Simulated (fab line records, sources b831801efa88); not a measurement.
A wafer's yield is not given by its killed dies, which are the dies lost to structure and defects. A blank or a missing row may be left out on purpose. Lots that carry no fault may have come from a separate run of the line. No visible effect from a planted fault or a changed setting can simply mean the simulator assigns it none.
Check for tools in common + flow sky130 + 39 wafers sampled across 13 lots

## REASON IT WAS OPENED
SKY_LDD_P_TW_MEAS_11, reading LDD_P_TW: flagged on 1 of 13 lots. Fault-free wafers read 633, with a standard deviation of 3.6.
Rule: a lot is flagged in two cases, either no wafer of it has a number, or all its wafers with numbers fall more than 4 standard deviations from that mean. As for the other lots, they are considered sound.

| lot  | measured     | on            | LDD_P_TW, wafer by wafer | flag    |
|------|--------------|---------------|--------------------------|---------|
| L626 | day 19 09:49 | film metro-03 | 634 636 631              |         |
| L627 | day 19 16:07 | film metro-03 | 632 634 634              |         |
| L629 | day 20 13:28 | film metro-04 | 632 636 635              |         |
| L630 | day 20 23:56 | film metro-02 | 636 630 633              |         |
| L631 | day 21 14:01 | film metro-04 | 636 635 636              |         |
| L633 | day 22 03:44 | film metro-04 | 635 637 640              |         |
| L634 | day 22 06:17 | film metro-04 | 30 30 30                 | FLAGGED |
| L637 | day 23 10:16 | film metro-02 | 635 633 635              |         |
| L644 | day 25 20:41 | film metro-04 | 631 635 633              |         |
| L645 | day 26 05:59 | film metro-02 | 634 635 632              |         |
| L646 | day 26 17:08 | film metro-03 | 635 631 631              |         |
| L647 | day 27 07:14 | film metro-03 | 628 628 628              |         |
| L648 | day 27 15:59 | film metro-03 | 629 629 625              |         |
Flagged lots average 30: -603 relative to the usual, that is -99 or more standard deviations.

## WHICH TOOL RAN EACH LOT
Before the reading, the record contains 3 process steps out of a 708-step route. Cell contents, in order: the tool; ch with the chambers the sampled wafers went through; the start.
| lot  | flag    | SKY_GATE_OXIDE_STRIP_13              | SKY_LDD_N_STRIP_16                   | SKY_LDD_P_STRIP_10                   |
|------|---------|--------------------------------------|--------------------------------------|--------------------------------------|
| L626 |         | plasma asher-03 ch 0,1, day 14 06:46 | plasma asher-02 ch 0,1, day 18 03:14 | plasma asher-02 ch 0,1, day 19 09:41 |
| L627 |         | plasma asher-02 ch 0,1, day 14 12:38 | plasma asher-03 ch 0,1, day 18 09:17 | plasma asher-02 ch 0,1, day 19 16:01 |
| L629 |         | plasma asher-04 ch 0,1, day 15 01:49 | plasma asher-01 ch 0,1, day 19 06:08 | plasma asher-02 ch 0,1, day 20 13:22 |
| L630 |         | plasma asher-03 ch 0,1, day 15 15:46 | plasma asher-03 ch 1, day 19 17:13   | plasma asher-02 ch 0,1, day 20 23:50 |
| L631 |         | plasma asher-03 ch 0,1, day 16 06:58 | plasma asher-01 ch 0,1, day 20 07:52 | plasma asher-03 ch 1, day 21 13:55   |
| L633 |         | plasma asher-04 ch 0,1, day 16 19:40 | plasma asher-03 ch 0,1, day 20 20:56 | plasma asher-03 ch 0,1, day 22 03:38 |
| L634 | FLAGGED | plasma asher-03 ch 0,1, day 16 20:58 | plasma asher-03 ch 0, day 20 23:23   | plasma asher-03 ch 0, day 22 06:11   |
| L637 |         | plasma asher-03 ch 0,1, day 17 22:50 | plasma asher-01 ch 0,1, day 22 03:10 | plasma asher-02 ch 0,1, day 23 10:10 |
| L644 |         | plasma asher-04 ch 0,1, day 20 12:10 | plasma asher-01 ch 0,1, day 24 14:41 | plasma asher-02 ch 0,1, day 25 20:35 |
| L645 |         | plasma asher-03 ch 0,1, day 20 20:02 | plasma asher-03 ch 0,1, day 25 00:08 | plasma asher-02 ch 0,1, day 26 05:54 |
| L646 |         | plasma asher-04 ch 0,1, day 21 08:01 | plasma asher-02 ch 0,1, day 25 11:02 | plasma asher-04 ch 0,1, day 26 17:02 |
| L647 |         | plasma asher-02 ch 0, day 21 21:31   | plasma asher-02 ch 0,1, day 26 01:28 | plasma asher-04 ch 0,1, day 27 07:08 |
| L648 |         | plasma asher-04 ch 0,1, day 22 06:04 | plasma asher-03 ch 0,1, day 26 10:10 | plasma asher-03 ch 0,1, day 27 15:52 |
What these steps do:
- SKY_GATE_OXIDE_STRIP_13: strips in O2/N2.
- SKY_LDD_N_STRIP_16: strips in O2/N2.
- SKY_LDD_P_STRIP_10: strips in O2/N2.
- SKY_LDD_P_TW_MEAS_11

## FLAGGED OVER TOTAL, TOOL BY TOOL (the gauges that took the reading come last)
| step                    | tool            | lots run | flagged | share of the flagged lots | sound lots run after its first flagged lot |
|-------------------------|-----------------|----------|---------|---------------------------|--------------------------------------------|
| SKY_GATE_OXIDE_STRIP_13 | plasma asher-02 | 2        | 0       | none                      | -                                          |
| SKY_GATE_OXIDE_STRIP_13 | plasma asher-03 | 6        | 1       | all                       | 2 (L637,L645)                              |
| SKY_GATE_OXIDE_STRIP_13 | plasma asher-04 | 5        | 0       | none                      | -                                          |
| SKY_LDD_N_STRIP_16      | plasma asher-01 | 4        | 0       | none                      | -                                          |
| SKY_LDD_N_STRIP_16      | plasma asher-02 | 3        | 0       | none                      | -                                          |
| SKY_LDD_N_STRIP_16      | plasma asher-03 | 6        | 1       | all                       | 2 (L645,L648)                              |
| SKY_LDD_P_STRIP_10      | plasma asher-02 | 7        | 0       | none                      | -                                          |
| SKY_LDD_P_STRIP_10      | plasma asher-03 | 4        | 1       | all                       | 1 (L648)                                   |
| SKY_LDD_P_STRIP_10      | plasma asher-04 | 2        | 0       | none                      | -                                          |
| SKY_LDD_P_TW_MEAS_11    | film metro-02   | 3        | 0       | none                      | -                                          |
| SKY_LDD_P_TW_MEAS_11    | film metro-03   | 5        | 0       | none                      | -                                          |
| SKY_LDD_P_TW_MEAS_11    | film metro-04   | 5        | 1       | all                       | 1 (L644)                                   |

## THE TABLE: WHAT IT ALLOWS
4 rows of the table ran every flagged lot: plasma asher-03 at SKY_GATE_OXIDE_STRIP_13, plasma asher-03 at SKY_LDD_N_STRIP_16, plasma asher-03 at SKY_LDD_P_STRIP_10, film metro-04 at SKY_LDD_P_TW_MEAS_11.
- plasma asher-03 at SKY_GATE_OXIDE_STRIP_13 ran 6 lots, 1 of them flagged. Sound lots ran on it after the first flagged one (L637, L645), which a lasting fault on the whole tool wouldn't allow.
- plasma asher-03 at SKY_LDD_N_STRIP_16 ran 6 lots, 1 of them flagged. Sound lots ran on it after the first flagged one (L645, L648), which a lasting fault on the whole tool wouldn't allow. Its own readings lie more than 4 standard deviations out on every wafer of the flagged lots: oes product au.
- plasma asher-03 at SKY_LDD_P_STRIP_10 ran 4 lots, 1 of them flagged. Sound lots ran on it after the first flagged one (L648), which a lasting fault on the whole tool wouldn't allow. Its own readings lie more than 4 standard deviations out on every wafer of the flagged lots: strip time to endpoint s.
- film metro-04 at SKY_LDD_P_TW_MEAS_11 ran 5 lots, 1 of them flagged. Sound lots ran on it after the first flagged one (L644), which a lasting fault on the whole tool wouldn't allow.
No row of the table ran every flagged lot and no sound lot after the first.

## WHAT WAS PUT IN BY THE SIMULATOR
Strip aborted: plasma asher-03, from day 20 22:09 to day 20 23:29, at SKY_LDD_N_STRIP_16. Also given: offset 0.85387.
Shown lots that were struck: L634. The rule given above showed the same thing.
